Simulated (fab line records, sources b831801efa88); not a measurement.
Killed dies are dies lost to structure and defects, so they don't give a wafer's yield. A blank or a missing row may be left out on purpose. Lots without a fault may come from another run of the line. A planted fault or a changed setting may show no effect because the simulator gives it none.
fab line records | flow sky130 | part 1 of 2: steps 1 to 27 of 39
record lots=5 wafers=15 last_day=50
route steps=708 shown LDD_LDN@292 SPACER@304 POLY_CUT@307 SD_P@320
lots that met no fault: from a run of the same line without faults
start_h: hours from the record's first day to the start of the lot's first wafer shown | wait_h: hours since the lot's step before | " the same as in the row above | L1.1+2: a row that stands for several wafers | - no value, or no start given | * or withheld: withheld | < > ~ a bound
route shown NAME@n: a module of which the file shows steps, and the number in the route of the first | usual: mean/standard deviation of fault-free wafers | same: alike in all rows | chamber/n: place in a boat | sites: the reading at each site | _std_site: their standard deviation | _edge_site: outer sites' mean less inner sites' | radius_mm: how far each site lies from the wafer's centre | mask NAME#n: copy n | behind: the tool/chamber that last shaped the wafer | hold: why the lot was held/for how many hours/how that ended | device: the transistor (n, p or np) that didn't switch | end of line: the same wafers' tests at the end of the route | a step without rows: its recipe alone | killed: dies lost to structure and defects at the first sort, not the wafer's yield | map: a wafer's dies, x killed, . not, _ none there
set.NAME: the setting as run; set.NAME@STEP: as run at that earlier step | model.NAME: the simulator's own value behind a step, which no gauge read
lots at some steps of the route; a table a step, a row a wafer
services: from which hour (start_h, from the record's first day; less than 0 if before it) a tool's chamber was out of use, for how many hours, and why
## steps
# step SKY_LDD_LDN_SOFTBAKE_03
# recipe temp_c=90 time_s=60 resist=NOVOLAK
# columns lot.wafer tool chamber start_h wait_h
L077.4+5+6 litho_track-03 0 559.81 0.1
L080.1+2+5 litho_track-02 0 589.37 0.1
L085.1+4+6 litho_track-02 0 633.92 0.1
L090.1+2+6 litho_track-02 0 670.07 0.1
L094.1+3+6 litho_track-03 0 692.18 0.1
# step SKY_LDD_LDN_EXPOSE_04
# recipe mask_id=LDNTM na=0.6 source_shape=conventional sigma_outer=0.6 polarization=unpolarized target_cd_nm=700 dose_mj=140
# usual reticle_temp_C=23.03/0.11
# columns lot.wafer tool chamber start_h wait_h mask reticle_temp_C
L077.4 iline_stepper-01 0 - - LDNTM#0 23.12
L077.5 " 0 " " LDNTM#0 23.25
L077.6 " 0 " " LDNTM#0 23.06
L080.1 iline_stepper-01 0 - - LDNTM#0 23.08
L080.2 " 0 " " LDNTM#0 23.07
L080.5 " 0 " " LDNTM#0 22.87
L085.1 iline_stepper-01 0 - - LDNTM#0 22.88
L085.4 " 0 " " LDNTM#0 23.01
L085.6 " 0 " " LDNTM#0 22.95
L090.1 iline_stepper-01 0 - - LDNTM#0 23.26
L090.2 " 0 " " LDNTM#0 23.30
L090.6 " 0 " " LDNTM#0 23.31
L094.1 iline_stepper-02 0 - - LDNTM#0 22.99
L094.3 " 0 " " LDNTM#0 23.13
L094.6 " 0 " " LDNTM#0 23.08
# step SKY_LDD_LDN_PEB_05
# recipe temp_c=withheld time_s=* resist=NOVOLAK
# columns lot.wafer tool chamber start_h wait_h
L077.4+5+6 litho_track-03 0 - -
L080.1+2+5 litho_track-03 0 - -
L085.1+4+6 litho_track-04 0 - -
L090.1+2+6 litho_track-03 0 - -
L094.1+3+6 litho_track-04 0 - -
# step SKY_LDD_LDN_DEVELOP_06
# recipe resist=NOVOLAK developer=TMAH develop_time_s=60 dev_temp_c=23
# usual developer_temp_C=22.98/0.1
# columns lot.wafer tool chamber start_h wait_h developer_temp_C
L077.4 litho_track-03 0 574.21 0.1 22.87
L077.5 " 0 " " 22.84
L077.6 " 0 " " 22.75
L080.1 litho_track-03 0 603.78 0.1 22.93
L080.2 " 0 " " 22.91
L080.5 " 0 " " 22.93
L085.1 litho_track-04 0 648.08 0.1 22.98
L085.4 " 0 " " 23.09
L085.6 " 0 " " 23.12
L090.1 litho_track-03 0 684.58 0.1 23.02
L090.2 " 0 " " 23.00
L090.6 " 0 " " 23.03
L094.1 litho_track-04 0 706.18 0.1 22.75
L094.3 " 0 " " 23.11
L094.6 " 0 " " 22.96
# step SKY_LDD_LDN_OVL_MEAS_07
# usual LDD_LDN_OVL=0.8/1.3
# columns lot.wafer tool chamber start_h wait_h LDD_LDN_OVL[nm]
L077.4 overlay-01 - 574.30 0.1 1.1
L077.5 " - " " 1.6
L077.6 " - " " 0.7
L080.1 overlay-02 - 603.93 0.1 -0.3
L080.2 " - " " 0.7
L080.5 " - " " -0.3
L085.1 overlay-01 - 648.23 0.1 1.6
L085.4 " - " " 0.1
L085.6 " - " " 0.9
L090.1 overlay-01 - 684.73 0.1 1.5
L090.2 " - " " -0.2
L090.6 " - " " 1.8
L094.1 overlay-02 - 706.33 0.1 1.8
L094.3 " - " " 1.2
L094.6 " - " " -1.3
# step SKY_LDD_LDN_IMPLANT_08
# recipe species=As energy_kev=15 dose_cm2=1.25e+13 tilt_deg=withheld rotation_deg=23
# columns lot.wafer tool chamber start_h wait_h
L077.4+5+6 implanter-03 0 574.40 0.1
L080.1+2+5 implanter-01 0 603.97 0.0
L085.1+4+6 implanter-04 0 648.37 0.1
L090.1+2+6 implanter-04 0 684.77 0.0
L094.1+3+6 implanter-03 0 706.37 0.0
# step SKY_LDD_LDN_IMPLANT_09
# recipe species=As energy_kev=15 dose_cm2=1.25e+13 tilt_deg=withheld rotation_deg=113
# columns lot.wafer tool chamber start_h wait_h
L077.4+5+6 implanter-03 0 574.55 0.1
L080.1+2+5 implanter-01 0 604.12 0.1
L085.1+4+6 implanter-04 0 648.52 0.1
L090.1+2+6 implanter-04 0 684.92 0.1
L094.1+3+6 implanter-03 0 706.52 0.1
# step SKY_LDD_LDN_IMPLANT_10
# recipe species=As energy_kev=15 dose_cm2=1.25e+13 tilt_deg=withheld rotation_deg=203
# columns lot.wafer tool chamber start_h wait_h
L077.4+5+6 implanter-03 0 574.70 0.1
L080.1+2+5 implanter-01 0 604.27 0.1
L085.1+4+6 implanter-04 0 648.67 0.1
L090.1+2+6 implanter-04 0 685.07 0.1
L094.1+3+6 implanter-03 0 706.67 0.1
# step SKY_LDD_LDN_IMPLANT_11
# recipe species=As energy_kev=15 dose_cm2=1.25e+13 tilt_deg=withheld rotation_deg=293
# columns lot.wafer tool chamber start_h wait_h
L077.4+5+6 implanter-03 0 574.85 0.1
L080.1+2+5 implanter-01 0 604.42 0.1
L085.1+4+6 implanter-04 0 648.82 0.1
L090.1+2+6 implanter-04 0 685.22 0.1
L094.1+3+6 implanter-03 0 706.82 0.1
# step SKY_LDD_LDN_STRIP_12
# recipe chemistry=O2/N2 power_w=1400 pressure_mtorr=1500 platen_temp_c=withheld o2_flow_sccm=3000 n2_flow_sccm=300 overash_fraction=0.5
# usual chamber_pressure_mTorr=1499.8/1.4 drypump_motor_current_A=6.2/0.51 oes_product_au=0.715/0.0038 strip_time_to_endpoint_s=14.18/0.046
# columns lot.wafer tool chamber start_h wait_h chamber_pressure_mTorr drypump_motor_current_A oes_product_au rf_hours_counter_h strip_time_to_endpoint_s
L077.4 plasma_asher-04 0 574.95 0.1 1500.8 6.5 0.714 - 14.22
L077.5 " 0 " " 1498.8 6.5 0.718 - 14.21
L077.6 " 1 " " 1499.6 6.3 0.719 - 14.18
L080.1 plasma_asher-03 0 604.57 0.1 1499.5 5.9 0.714 78 14.14
L080.2 " 1 " " 1499.1 6.8 0.722 78 14.11
L080.5 " 1 " " 1502.1 6.8 0.716 - 14.09
L085.1 plasma_asher-04 1 648.97 0.1 1498.3 6.3 0.715 96 14.17
L085.4 " 1 " " 1500.7 6.3 0.716 - 14.18
L085.6 " 0 " " 1497.9 6.5 0.714 - 14.12
L090.1 plasma_asher-04 1 685.37 0.1 1501.6 6.3 0.714 99 14.19
L090.2 " 0 " " 1500.0 6.5 0.714 99 14.15
L090.6 " 1 " " 1499.9 6.3 0.716 - 14.16
L094.1 plasma_asher-01 1 706.97 0.1 1501.1 5.6 0.722 59 14.11
L094.3 " 0 " " 1498.0 5.1 0.723 - 14.15
L094.6 " 0 " " 1499.2 5.2 0.717 - 14.13
# step SKY_LDD_LDN_TW_MEAS_13
# usual LDD_LDN_TW=1478/23
# columns lot.wafer tool chamber start_h wait_h LDD_LDN_TW
L077.4 film_metro-03 - 575.05 0.1 1454
L077.5 " - " " 1450
L077.6 " - " " 1455
L080.1 film_metro-04 - 604.67 0.1 1499
L080.2 " - " " 1500
L080.5 " - " " 1501
L085.1 film_metro-02 - 649.07 0.1 1491
L085.4 " - " " 1500
L085.6 " - " " 1497
L090.1 film_metro-03 - 685.47 0.1 1446
L090.2 " - " " 1446
L090.6 " - " " 1450
L094.1 film_metro-02 - 707.07 0.1 1495
L094.3 " - " " 1494
L094.6 " - " " 1499
# step SKY_LDD_LDN_CLEAN_14
# recipe chemistry=SC1/SC2 mix=1:4:20 temp_c=70 time_s=150 dry=n2_spin
# columns lot.wafer tool chamber start_h wait_h
L077.4+5+6 wet_bench-04 3 575.08 0.0
L080.1+2+5 wet_bench-01 3 604.73 0.1
L085.1+4+6 wet_bench-04 1 649.13 0.1
L090.1+2+6 wet_bench-01 0 685.53 0.1
L094.1+3+6 wet_bench-03 0 707.13 0.1
# step SKY_SPACER_CVD_00
# recipe material=Si3N4 precursor=DCS/NH3 target_thk_nm=43.1 temp_c=770 time_s=740 pressure_mtorr=250
# usual spike_tc_top_C=786.5/0.99 zone_power_bottom_pct=17.7/0.37
# columns lot.wafer tool chamber start_h wait_h spike_tc_top_C zone_power_bottom_pct
L077.4 lpcvd-02 0 575.79 0.7 786.6 18.0
L077.5 " 0 " " 786.4 17.9
L077.6 " 0 " " 784.5 18.1
L080.1 lpcvd-02 1 606.43 1.6 787.1 17.4
L080.2 " 1 " " 785.5 17.7
L080.5 " 1 " " 785.9 17.6
L085.1 lpcvd-02 0 649.18 0.0 784.8 17.7
L085.4 " 0 " " 786.9 18.2
L085.6 " 0 " " 785.4 17.9
L090.1 lpcvd-02 1 685.58 0.0 786.1 17.5
L090.2 " 1 " " 785.8 17.2
L090.6 " 1 " " 786.9 17.4
L094.1 lpcvd-02 1 708.32 1.1 787.1 17.4
L094.3 " 1 " " 788.8 17.1
L094.6 " 1 " " 786.8 17.1
# step SKY_SPACER_THK_MEAS_01
# recipe reads=Si3N4_of_SPACER_CVD_00
# usual SPACER_CVD_00_THK=43.0/0.36
# columns lot.wafer tool chamber start_h wait_h SPACER_CVD_00_THK[nm]
L077.4 film_metro-04 - 577.62 0.0 42.8
L077.5 " - " " 42.6
L077.6 " - " " 43.0
L080.1 film_metro-04 - 607.64 0.0 42.8
L080.2 " - " " 43.3
L080.5 " - " " 42.7
L085.1 film_metro-04 - 650.39 0.0 43.6
L085.4 " - " " 43.9
L085.6 " - " " 43.8
L090.1 film_metro-04 - 686.79 0.0 42.9
L090.2 " - " " 42.7
L090.6 " - " " 42.9
L094.1 film_metro-01 - 709.53 0.0 43.3
L094.3 " - " " 43.6
L094.6 " - " " 43.3
# step SKY_SPACER_ETCHBACK_02
# recipe chemistry=CH3F/O2 target=Si3N4 stop_on=SiO2 source_w=400 bias_w=80 pressure_mtorr=25 ch3f_flow_sccm=40 O2_flow_sccm=30 time_s=46.7 target_depth_a=450
# usual chamber_pressure_mTorr=25.001/0.022 drypump_motor_current_A=5.7/0.32 oes_product_au=0.854/0.006 throttle_valve_pct=10.562/0.009
# columns lot.wafer tool chamber start_h wait_h chamber_pressure_mTorr drypump_motor_current_A oes_product_au rf_hours_counter_h throttle_valve_pct
L077.4 rie_diel-04 2 577.65 0.0 25.052 5.5 0.854 4 10.550
L077.5 " 2 " " 25.032 5.5 0.846 - 10.561
L077.6 " 3 " " 24.980 5.4 0.848 - 10.570
L080.1 rie_diel-03 1 607.70 0.1 25.022 6.3 0.849 2 10.567
L080.2 " 2 " " 24.965 5.6 0.855 11 10.561
L080.5 " 2 " " 25.044 5.6 0.848 - 10.564
L085.1 rie_diel-04 2 650.45 0.1 25.002 5.5 0.869 6 10.554
L085.4 " 0 " " 24.990 5.4 0.868 9 10.551
L085.6 " 2 " " 25.029 5.4 0.855 - 10.565
L090.1 rie_diel-03 3 686.85 0.1 25.002 5.4 0.845 2 10.563
L090.2 " 2 " " 24.949 5.6 0.848 12 10.564
L090.6 " 1 " " 24.985 6.4 0.844 - 10.553
L094.1 rie_diel-03 3 709.59 0.1 24.989 5.4 0.854 3 10.547
L094.3 " 1 " " 25.001 6.3 0.860 4 10.574
L094.6 " 2 " " 25.013 5.6 0.863 - 10.564
# step SKY_POLY_CUT_DEHYDRATE_00
# recipe temp_c=200 time_s=60
# columns lot.wafer tool chamber start_h wait_h
L077.4+5+6 litho_track-02 0 591.95 14.3
L080.1+2+5 litho_track-04 0 621.63 13.9
L085.1+4+6 litho_track-01 0 664.16 13.7
L090.1+2+6 litho_track-01 0 699.66 12.8
L094.1+3+6 litho_track-01 0 723.76 14.1
# step SKY_POLY_CUT_HMDS_01
# recipe prime_time_s=60 prime_temp_c=120
# same prime_time_s=60
# columns lot.wafer tool chamber start_h wait_h
L077.4+5+6 litho_track-02 0 592.10 0.1
L080.1+2+5 litho_track-04 0 621.78 0.1
L085.1+4+6 litho_track-01 0 664.31 0.1
L090.1+2+6 litho_track-01 0 699.81 0.1
L094.1+3+6 litho_track-01 0 723.91 0.1
# step SKY_POLY_CUT_COAT_02
# recipe resist=BARC temp_c=withheld time_s=withheld spin_rpm=3000 resist_thk_nm=60
# columns lot.wafer tool chamber start_h wait_h
L077.4+5+6 litho_track-02 0 592.25 0.1
L080.1+2+5 litho_track-04 0 621.93 0.1
L085.1+4+6 litho_track-01 0 664.46 0.1
L090.1+2+6 litho_track-01 0 699.96 0.1
L094.1+3+6 litho_track-01 0 724.06 0.1
# step SKY_POLY_CUT_COAT_03
# recipe resist=KrF-thick spin_rpm=3000 resist_thk_nm=450
# columns lot.wafer tool chamber start_h wait_h
L077.4+5+6 litho_track-02 0 - -
L080.1+2+5 litho_track-04 0 - -
L085.1+4+6 litho_track-01 0 - -
L090.1+2+6 litho_track-01 0 - -
L094.1+3+6 litho_track-01 0 - -
# step SKY_POLY_CUT_SOFTBAKE_04
# recipe temp_c=100 time_s=90 resist=KrF-thick
# columns lot.wafer tool chamber start_h wait_h
L077.4+5+6 litho_track-02 0 - -
L080.1+2+5 litho_track-04 0 - -
L085.1+4+6 litho_track-01 0 - -
L090.1+2+6 litho_track-01 0 - -
L094.1+3+6 litho_track-01 0 - -
# step SKY_POLY_CUT_EXPOSE_05
# recipe mask_id=NPCM na=0.8 source_shape=annular sigma_inner=0.55 sigma_outer=0.85 target_cd_nm=270 dose_mj=32
# usual reticle_temp_C=23.00/0.1
# columns lot.wafer tool chamber start_h wait_h mask reticle_temp_C
L077.4 krf_scanner-02 0 - - NPCM#0 23.00
L077.5 " 0 " " NPCM#0 23.06
L077.6 " 0 " " NPCM#0 23.08
L080.1 krf_scanner-02 0 - - NPCM#0 22.91
L080.2 " 0 " " NPCM#0 23.00
L080.5 " 0 " " NPCM#0 23.07
L085.1 krf_scanner-02 0 - - NPCM#0 22.90
L085.4 " 0 " " NPCM#0 23.02
L085.6 " 0 " " NPCM#0 22.90
L090.1 krf_scanner-02 0 - - NPCM#0 22.99
L090.2 " 0 " " NPCM#0 23.07
L090.6 " 0 " " NPCM#0 23.06
L094.1 krf_scanner-01 0 - - NPCM#0 23.09
L094.3 " 0 " " NPCM#0 23.07
L094.6 " 0 " " NPCM#0 23.07
# step SKY_POLY_CUT_PEB_06
# recipe peb_temp_c=withheld peb_time_s=withheld resist=KrF-thick
# columns lot.wafer tool chamber start_h wait_h
L077.4+5+6 litho_track-04 0 - -
L080.1+2+5 litho_track-01 0 - -
L085.1+4+6 litho_track-04 0 - -
L090.1+2+6 litho_track-02 0 - -
L094.1+3+6 litho_track-02 0 - -
# step SKY_POLY_CUT_DEVELOP_07
# recipe develop_time_s=60 resist=KrF-thick dev_temp_c=21
# usual developer_temp_C=21.00/0.11
# columns lot.wafer tool chamber start_h wait_h developer_temp_C
L077.4 litho_track-04 0 - - 20.93
L077.5 " 0 " " 20.80
L077.6 " 0 " " 20.90
L080.1 litho_track-01 0 - - 21.24
L080.2 " 0 " " 21.04
L080.5 " 0 " " 21.15
L085.1 litho_track-04 0 - - 20.89
L085.4 " 0 " " 20.94
L085.6 " 0 " " 20.89
L090.1 litho_track-02 0 - - 21.10
L090.2 " 0 " " 20.83
L090.6 " 0 " " 20.88
L094.1 litho_track-02 0 - - 20.87
L094.3 " 0 " " 20.86
L094.6 " 0 " " 21.10
# step SKY_POLY_CUT_CD_MEAS_08
# recipe target_cd_nm=270
# usual cd_nm=270.3/1.4
# columns lot.wafer tool chamber start_h wait_h cd_nm
L077.4 cd_sem-02 - 607.24 - 270.7
L077.5 " - " " 269.2
L077.6 " - " " 271.0
L080.1 cd_sem-02 - 636.51 - 270.9
L080.2 " - " " 271.9
L080.5 " - " " 272.5
L085.1 cd_sem-02 - 678.88 - 270.5
L085.4 " - " " 270.5
L085.6 " - " " 271.3
L090.1 cd_sem-02 - 714.82 - 271.0
L090.2 " - " " 271.4
L090.6 " - " " 270.1
L094.1 cd_sem-02 - 737.92 - 268.9
L094.3 " - " " 269.6
L094.6 " - " " 269.8
# step SKY_POLY_CUT_OVL_MEAS_09
# usual POLY_CUT_OVL=0/5.1
# columns lot.wafer tool chamber start_h wait_h POLY_CUT_OVL[nm]
L077.4 overlay-01 - 607.32 0.1 -2
L077.5 " - " " 4
L077.6 " - " " -4
L080.1 overlay-01 - 636.63 0.1 -8
L080.2 " - " " -5
L080.5 " - " " -8
L085.1 overlay-01 - 679.00 0.1 -2
L085.4 " - " " 1
L085.6 " - " " 4
L090.1 overlay-02 - 714.94 0.1 -6
L090.2 " - " " 2
L090.6 " - " " -1
L094.1 overlay-01 - 738.04 0.1 0
L094.3 " - " " -4
L094.6 " - " " 5
# step SKY_POLY_CUT_ETCH_10
# recipe chemistry=N2/H2 target=BARC ion_energy_ev=200 source_w=500 bias_w=100 pressure_mtorr=30 n2_flow_sccm=100 h2_flow_sccm=200 stop_on=SiO2 time_s=45.9 target_depth_a=600
# usual chamber_pressure_mTorr=29.999/0.028 drypump_motor_current_A=5.8/0.35 oes_product_au=0.854/0.0048 throttle_valve_pct=13.223/0.0088
# columns lot.wafer tool chamber start_h wait_h chamber_pressure_mTorr drypump_motor_current_A oes_product_au rf_hours_counter_h throttle_valve_pct
L077.4 rie_diel-01 0 607.36 0.0 29.990 5.9 0.848 - 13.233
L077.5 " 3 " " 29.951 5.3 0.850 - 13.219
L077.6 " 1 " " 30.013 6.0 0.850 - 13.229
L080.1 rie_diel-03 3 636.66 0.0 29.994 5.4 0.864 1 13.233
L080.2 " 1 " " 30.016 6.4 0.848 3 13.214
L080.5 " 1 " " 30.007 6.4 0.848 - 13.212
L085.1 rie_diel-03 3 679.04 0.0 30.001 5.4 0.851 2 13.226
L085.4 " 0 " " 30.013 6.1 0.855 0 13.219
L085.6 " 3 " " 30.000 5.4 0.849 - 13.226
L090.1 rie_diel-04 1 714.98 0.0 30.011 5.9 0.850 17 13.230
L090.2 " 2 " " 30.003 5.5 0.849 7 13.233
L090.6 " 3 " " 29.986 5.5 0.853 - 13.222
L094.1 rie_diel-01 3 738.08 0.0 30.000 5.3 0.863 51 13.217
L094.3 " 1 " " 29.988 6.1 0.853 12 13.229
L094.6 " 3 " " 29.998 5.3 0.853 - 13.219
# step SKY_POLY_CUT_ETCH_11
# recipe target=Si3N4 chemistry=CF4/CH2F2/Ar stop_on=poly-Si source_w=600 bias_w=150 pressure_mtorr=40 cf4_flow_sccm=40 ch2f2_flow_sccm=20 Ar_flow_sccm=150 time_s=42.5 target_depth_a=600
# usual chamber_pressure_mTorr=40.00/0.036 drypump_motor_current_A=5.8/0.36 oes_product_au=0.827/0.0058 throttle_valve_pct=14.994/0.0094
# columns lot.wafer tool chamber start_h wait_h chamber_pressure_mTorr drypump_motor_current_A oes_product_au rf_hours_counter_h throttle_valve_pct
L077.4 rie_diel-01 0 607.40 0.0 40.01 5.9 0.828 - 15.001
L077.5 " 3 " " 40.01 5.3 0.823 - 14.985
L077.6 " 1 " " 39.98 6.1 0.823 - 14.996
L080.1 rie_diel-03 3 636.70 0.0 39.98 5.4 0.819 1 14.995
L080.2 " 1 " " 39.93 6.4 0.827 3 14.987
L080.5 " 1 " " 39.95 6.4 0.835 - 15.011
L085.1 rie_diel-03 3 679.08 0.0 39.98 5.5 0.834 2 14.987
L085.4 " 0 " " 39.98 6.1 0.841 1 15.014
L085.6 " 3 " " 40.02 5.4 0.833 - 14.992
L090.1 rie_diel-04 1 715.02 0.0 39.99 5.9 0.831 17 14.981
L090.2 " 2 " " 40.00 5.5 0.838 7 14.982
L090.6 " 3 " " 40.01 5.5 0.834 - 14.982
L094.1 rie_diel-01 3 738.12 0.0 40.02 5.3 0.831 51 14.992
L094.3 " 1 " " 40.03 6.0 0.836 12 15.009
L094.6 " 3 " " 40.01 5.3 0.833 - 15.000
